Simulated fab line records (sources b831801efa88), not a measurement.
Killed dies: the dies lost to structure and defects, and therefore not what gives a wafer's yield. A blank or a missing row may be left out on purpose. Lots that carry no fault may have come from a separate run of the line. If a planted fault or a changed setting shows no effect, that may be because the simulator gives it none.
Which of the tools did it?	flow gf180mcu	12 lots, 36 wafers sampled, at 5 steps of a route of 602

WHAT THE GAUGES SHOWED, per wafer
GF_STI_THK_MEAS_24. Usual: STI_CVD_23_THK 648 nm, standard deviation 6.7.
lot	measured	on	STI_CVD_23_THK (nm)	flag
L397	day 2 10:19	film-metro-01	656 662 659	
L399	day 2 18:50	film-metro-04	653 649 646	
L400	day 3 01:06	film-metro-01	646 653 642	
L401	day 3 05:43	film-metro-02	633 638 642	
L402	day 3 10:53	film-metro-04	646 646 652	
L403	day 3 16:28	film-metro-02	662 648 654	
L404	day 3 21:20	film-metro-02	643 647 643	
L411	day 5 08:16	film-metro-02	641 648 643	
L414	day 6 00:16	film-metro-02	645 649 641	
L417	day 6 17:20	film-metro-01	657 656 658	
L418	day 6 20:58	film-metro-01	648 651 650	
L419	day 7 01:50	film-metro-01	648 650 654	

GF_MVSD_TW_MEAS_11. Usual: MVSD_TW 1573, standard deviation 10.
lot	measured	on	MVSD_TW	flag
L397	day 4 18:16	film-metro-03	1558 1565 1558	
L399	day 5 05:07	film-metro-02	1574 1571 1590	
L400	day 5 10:39	film-metro-02	1580 1574 1568	
L401	day 5 15:45	film-metro-04	1587 1583 1579	
L402	day 5 22:19	film-metro-02	1570 1570 1584	
L403	day 6 05:11	film-metro-04	1578 1582 1575	
L404	day 6 10:56	film-metro-03	1573 1573 1575	
L411	day 8 02:18	film-metro-03	1695 1705 1708	OFF
L414	day 8 17:33	film-metro-04	1723 1732 1730	OFF
L417	day 9 14:38	film-metro-04	1566 1570 1567	
L418	day 9 18:01	film-metro-03	1580 1584 1589	
L419	day 10 00:04	film-metro-02	1577 1588 1582	

GF_MVPSD_TW_MEAS_11. Usual: MVPSD_TW 552.8, standard deviation 2.9.
lot	measured	on	MVPSD_TW	flag
L397	day 5 08:48	film-metro-04	552.3 554.5 551.7	
L399	day 5 20:06	film-metro-02	552.7 555.5 557.2	
L400	day 6 01:36	film-metro-03	554.0 549.7 551.0	
L401	day 6 06:53	film-metro-02	554.3 554.0 555.7	
L402	day 6 13:25	film-metro-04	553.0 554.0 549.2	
L403	day 6 20:15	film-metro-04	552.9 554.1 551.5	
L404	day 7 02:41	film-metro-04	556.1 553.5 551.7	
L411	day 8 18:58	film-metro-02	548.7 554.4 551.1	
L414	day 9 11:21	film-metro-02	551.6 551.6 553.6	
L417	day 10 07:53	film-metro-02	557.6 554.8 555.6	
L418	day 10 11:59	film-metro-02	550.8 553.4 557.1	
L419	day 10 18:37	film-metro-02	555.6 556.2 556.1	

GF_VT_IMPLANT_RS_MEAS_46: measures by four-point-probe. Usual: MVSD_RS 455.9 ohm/sq, standard deviation 1.1.
lot	measured	on	MVSD_RS (ohm/sq)	flag
L397	day 7 22:20	film-metro-02	456.6 457.2 457.1	
L399	day 8 10:34	film-metro-02	456.1 456.1 456.9	
L400	day 8 16:58	film-metro-02	454.8 456.7 456.5	
L401	day 8 21:43	film-metro-02	455.1 457.4 455.1	
L402	day 9 06:16	film-metro-04	454.3 453.0 454.1	
L403	day 9 14:34	film-metro-03	457.8 456.8 456.8	
L404	day 9 22:01	film-metro-02	455.8 455.7 456.1	
L411	day 11 18:16	film-metro-04	395.1 394.5 392.9	OFF
L414	day 12 12:13	film-metro-03	394.7 393.8 393.4	OFF
L417	day 13 11:37	film-metro-02	457.1 457.7 458.5	
L418	day 13 15:49	film-metro-03	456.1 456.1 454.4	
L419	day 13 23:01	film-metro-04	454.9 455.6 455.2	

TOOL THAT RAN EACH LOT (tool first, then ch and the chambers of the sampled wafers, then the start)
lot	GF_MVSD_IMPLANT_08
L397	implanter-02 ch 0, day 4 17:53
L399	implanter-02 ch 0, day 5 04:44
L400	implanter-02 ch 0, day 5 10:15
L401	implanter-01 ch 0, day 5 15:21
L402	implanter-02 ch 0, day 5 21:56
L403	implanter-01 ch 0, day 6 04:47
L404	implanter-02 ch 0, day 6 10:32
L411	implanter-04 ch 0, day 8 01:55
L414	implanter-04 ch 0, day 8 17:10
L417	implanter-02 ch 0, day 9 14:14
L418	implanter-02 ch 0, day 9 17:38
L419	implanter-02 ch 0, day 9 23:41
- GF_MVSD_IMPLANT_08

WHAT THE TOOLS THEMSELVES READ (means of the sampled wafers that have a number; where no wafer has one, the mark that the record gives instead)
GF_MVSD_IMPLANT_08. Usual: dose-ions-cm2 1.5999e+13, standard deviation 1.7e+10; faraday-current-uA 90.2, standard deviation 1.8.
lot	tool	dose-ions-cm2	faraday-current-uA	flag
L397	implanter-02	1.6000e+13	87.9	
L399	implanter-02	1.5998e+13	92.1	
L400	implanter-02	1.6001e+13	91.7	
L401	implanter-01	1.6013e+13	89.3	
L402	implanter-02	1.6010e+13	91.0	
L403	implanter-01	1.5991e+13	91.5	
L404	implanter-02	1.5972e+13	90.3	
L411	implanter-04	2.1458e+13	120.8	OFF
L414	implanter-04	2.1458e+13	119.6	OFF
L417	implanter-02	1.5990e+13	91.1	
L418	implanter-02	1.6010e+13	90.1	
L419	implanter-02	1.5983e+13	88.5	

THE ANSWER, worked out from the rows above alone
Rule: take the mean of a lot's wafers that have a number; if it is more than 3 standard deviations from the usual mean, the lot is off. Also off: a lot with no number at a reading for which 4 or more lots have one. The other lots that the step has rows for count as sound. The gauges are gone through in route order, then the tools' own readings, and for those a lot's mean is taken as printed above. At the first step where some lot is off, the reading lying furthest off is the one used; lots without a number count as furthest.
Off: L411, L414, at GF_MVSD_TW_MEAS_11 (MVSD_TW).
A tool fits if, at a process step before that reading, it ran every lot that is off, and no sound lot after the first of them. Not tried: the gauges at GF_MVSD_TW_MEAS_11; whatever is off there is also off at GF_MVSD_IMPLANT_08, on other tools, and gauge error can't account for it. One candidate fits, namely implanter-04 at GF_MVSD_IMPLANT_08. It ran no sound lot before its first lot that is off in this sample, so the start can't be narrowed down.
The tool's own readings at GF_MVSD_IMPLANT_08 bear it out: on the lots that are off they differ by more than 5 times the standard deviation of the sound lots' means. dose-ions-cm2 reads 2.1458e+13 there against 1.5997e+13 on the sound lots; faraday-current-uA reads 120.2 there against 90.3 on the sound lots.

WHAT THE SIMULATOR HAD PUT IN
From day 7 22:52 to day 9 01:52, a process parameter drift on implanter-04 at GF_MVSD_IMPLANT_08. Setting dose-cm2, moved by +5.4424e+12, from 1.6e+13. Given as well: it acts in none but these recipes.
Shown lots that were struck: L411, L414. The rule above found the same.
